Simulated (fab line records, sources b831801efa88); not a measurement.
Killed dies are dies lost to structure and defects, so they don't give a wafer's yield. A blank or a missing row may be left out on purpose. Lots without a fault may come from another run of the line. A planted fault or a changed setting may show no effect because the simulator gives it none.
Which tool did it? | flow gf180mcu | 13 lots, 39 wafers sampled, at 5 steps of a route of 602

WHAT THE GAUGES READ, wafer by wafer
GF_HV_LDD_OVL_MEAS_32. Usual: HV_LDD_02_OVL -1.3 nm, standard deviation 1.3.
lot  | measured     | on         | HV_LDD_02_OVL (nm) | flag
L798 | day 11 14:36 | overlay-01 | -2.7 0.0 -0.2      |
L799 | day 11 20:53 | overlay-02 | -4.6 -3.8 -4.5     |
L801 | day 12 08:25 | overlay-01 | -0.1 -2.0 0.3      |
L806 | day 13 22:13 | overlay-02 | -0.8 -0.9 -0.8     |
L807 | day 14 06:17 | overlay-02 | -2.0 -1.0 -2.8     |
L811 | day 15 11:11 | overlay-02 | -1.8 -1.9 -1.6     |
L813 | day 16 16:05 | overlay-02 | -0.1 -2.8 -2.1     |
L814 | day 16 18:18 | overlay-01 | -1.9 -3.4 -2.7     |
L816 | day 17 13:51 | overlay-02 | -0.9 -0.6 -0.6     |
L817 | day 18 05:18 | overlay-01 | -1.8 0.0 -0.5      |
L819 | day 18 07:27 | overlay-02 | 1.0 0.5 0.6        |
L818 | day 18 07:47 | overlay-01 | -1.3 -0.5 -2.2     |
L821 | day 19 06:23 | overlay-01 | -1.1 -0.3 -1.4     |

GF_HV_LDD_CD_MEAS_46: target cd 400 nm. Usual: cd_nm 399.9 nm, standard deviation 2.5.
lot  | measured     | on        | cd_nm (nm)        | flag
L798 | day 12 09:37 | cd_sem-02 | 399.1 400.7 401.7 |
L799 | day 12 16:31 | cd_sem-01 | 402.3 401.3 399.7 |
L801 | day 13 04:20 | cd_sem-01 | 402.1 403.8 402.7 |
L806 | day 14 20:08 | cd_sem-02 | 398.6 397.3 397.6 |
L807 | day 15 04:14 | cd_sem-02 | - - -             | OFF
L811 | day 16 09:28 | cd_sem-01 | 399.2 400.9 401.9 |
L813 | day 17 15:43 | cd_sem-02 | 398.4 398.1 400.3 |
L814 | day 17 18:21 | cd_sem-02 | 398.7 399.6 398.6 |
L816 | day 18 18:35 | cd_sem-02 | 400.0 399.4 397.4 |
L817 | day 19 06:34 | cd_sem-01 | 400.3 400.5 399.9 |
L819 | day 19 08:49 | cd_sem-01 | 397.2 399.6 398.4 |
L818 | day 19 09:10 | cd_sem-02 | 403.5 402.1 400.3 |
L821 | day 20 06:35 | cd_sem-02 | 399.3 399.1 397.9 |

GF_HV_LDD_TW_MEAS_50. Usual: HV_LDD_4_TW 568, standard deviation 5.7.
lot  | measured     | on            | HV_LDD_4_TW | flag
L798 | day 12 10:00 | film_metro-01 | 566 570 567 |
L799 | day 12 16:55 | film_metro-01 | 572 572 571 |
L801 | day 13 04:44 | film_metro-01 | 567 566 570 |
L806 | day 14 20:31 | film_metro-02 | 566 565 567 |
L807 | day 15 04:38 | film_metro-03 | 29 29 30    | OFF
L811 | day 16 09:52 | film_metro-01 | 573 575 575 |
L813 | day 17 16:07 | film_metro-02 | 569 568 568 |
L814 | day 17 18:44 | film_metro-02 | 565 565 569 |
L816 | day 18 18:58 | film_metro-01 | 579 578 581 |
L817 | day 19 06:58 | film_metro-01 | 577 576 574 |
L819 | day 19 09:13 | film_metro-03 | 562 560 562 |
L818 | day 19 09:34 | film_metro-02 | 565 566 567 |
L821 | day 20 06:59 | film_metro-01 | 576 573 573 |

WHICH TOOL RAN EACH LOT (tool, then ch and the chambers of the sampled wafers, then the start)
lot  | GF_HV_LDD_STRIP_22                   | GF_HV_LDD_EXPOSE_43
L798 | plasma_asher-03 ch 0,1, day 10 20:28 | iline_stepper-01 ch 0, day 12 00:17
L799 | plasma_asher-01 ch 0, day 11 02:46   | iline_stepper-02 ch 0, day 12 07:10
L801 | plasma_asher-02 ch 0,1, day 11 13:50 | iline_stepper-02 ch 0, day 12 19:24
L806 | plasma_asher-03 ch 0,1, day 13 02:44 | iline_stepper-02 ch 0, day 14 09:52
L807 | plasma_asher-01 ch 0,1, day 13 09:37 | iline_stepper-02 ch 0, day 14 17:34
L811 | plasma_asher-01 ch 0,1, day 14 14:10 | iline_stepper-01 ch 0, day 15 22:25
L813 | plasma_asher-02 ch 0,1, day 15 17:17 | iline_stepper-01 ch 0, day 17 04:38
L814 | plasma_asher-02 ch 0,1, day 15 19:34 | iline_stepper-01 ch 0, day 17 06:45
L816 | plasma_asher-01 ch 0,1, day 16 14:07 | iline_stepper-02 ch 0, day 18 06:07
L817 | plasma_asher-03 ch 0,1, day 17 07:08 | iline_stepper-02 ch 0, day 18 18:46
L819 | plasma_asher-02 ch 0,1, day 17 09:40 | iline_stepper-02 ch 0, day 18 20:49
L818 | plasma_asher-02 ch 0,1, day 17 10:28 | iline_stepper-01 ch 0, day 18 21:31
L821 | plasma_asher-01 ch 0,1, day 18 05:47 | iline_stepper-02 ch 0, day 19 19:53
- GF_HV_LDD_STRIP_22: strips in O2/N2.
- GF_HV_LDD_EXPOSE_43: exposes mask Pplus HV AREA, target cd 400 nm.

WHAT THE TOOLS THEMSELVES READ (means of the sampled wafers that have a number; where no wafer has one, the mark that the record gives instead)
GF_HV_LDD_STRIP_22. Usual: drypump_motor_current_A 5.72 A, standard deviation 0.12; heater_power_w 335 W, standard deviation 35; oes_product_au 0.715 a.u., standard deviation 0.0044; strip_time_to_endpoint_s 12.63 s, standard deviation 0.04.
lot  | tool            | drypump_motor_current_A (A) | heater_power_w (W) | oes_product_au (a.u.) | strip_time_to_endpoint_s (s) | flag
L798 | plasma_asher-03 | 5.76                        | 381                | 0.716                 | 12.64                        |
L799 | plasma_asher-01 | 5.65                        | 293                | 0.714                 | 12.65                        |
L801 | plasma_asher-02 | 5.65                        | 316                | 0.712                 | 12.65                        |
L806 | plasma_asher-03 | 5.84                        | 385                | 0.714                 | 12.62                        |
L807 | plasma_asher-01 | 5.68                        | 318                | 0.713                 | 12.61                        |
L811 | plasma_asher-01 | 5.69                        | 317                | 0.712                 | 12.73                        |
L813 | plasma_asher-02 | 5.74                        | 305                | 0.717                 | 12.63                        |
L814 | plasma_asher-02 | 5.74                        | 306                | 0.713                 | 12.57                        |
L816 | plasma_asher-01 | 5.71                        | 333                | 0.711                 | 12.67                        |
L817 | plasma_asher-03 | 5.83                        | 379                | 0.722                 | 12.64                        |
L819 | plasma_asher-02 | 5.75                        | 311                | 0.715                 | 12.63                        |
L818 | plasma_asher-02 | 5.74                        | 304                | 0.712                 | 12.70                        |
L821 | plasma_asher-01 | 5.69                        | 339                | 0.713                 | 12.61                        |

GF_HV_LDD_EXPOSE_43. Usual: exposure_dose_mJ_cm2 140.03, standard deviation 0.14.
lot  | tool             | exposure_dose_mJ_cm2 | flag
L798 | iline_stepper-01 | 140.11               |
L799 | iline_stepper-02 | 140.21               |
L801 | iline_stepper-02 | 140.04               |
L806 | iline_stepper-02 | 139.93               |
L807 | iline_stepper-02 | 139.96               |
L811 | iline_stepper-01 | 140.23               |
L813 | iline_stepper-01 | 140.19               |
L814 | iline_stepper-01 | 140.02               |
L816 | iline_stepper-02 | 139.98               |
L817 | iline_stepper-02 | 139.96               |
L819 | iline_stepper-02 | 139.89               |
L818 | iline_stepper-01 | 140.16               |
L821 | iline_stepper-02 | 139.99               |

THE ANSWER, worked out from the rows above alone
Rule: a lot is off if the mean of its wafers that have a number lies more than 3 standard deviations from the usual mean. A lot without any number at a reading at which 4 lots or more have one is off too. The other lots that the step has rows for count as sound. The gauges are gone through in route order, then the tools' own readings, and for those a lot's mean is taken as printed above. The first step at which some lot is off is used, and at that step the reading that is off furthest; a lot without a number counts as furthest.
Off: L807, at GF_HV_LDD_CD_MEAS_46 (cd_nm). Without a number there: L807.
A tool fits if, at a process step before that reading, it ran every lot that is off, and no sound lot after the first of them. The gauges at GF_HV_LDD_CD_MEAS_46 aren't tried: what is off there is off at GF_HV_LDD_TW_MEAS_50 too, on other tools, and a gauge's error can't cause that. None of those tried fits.

WHAT THE SIMULATOR HAD PUT IN
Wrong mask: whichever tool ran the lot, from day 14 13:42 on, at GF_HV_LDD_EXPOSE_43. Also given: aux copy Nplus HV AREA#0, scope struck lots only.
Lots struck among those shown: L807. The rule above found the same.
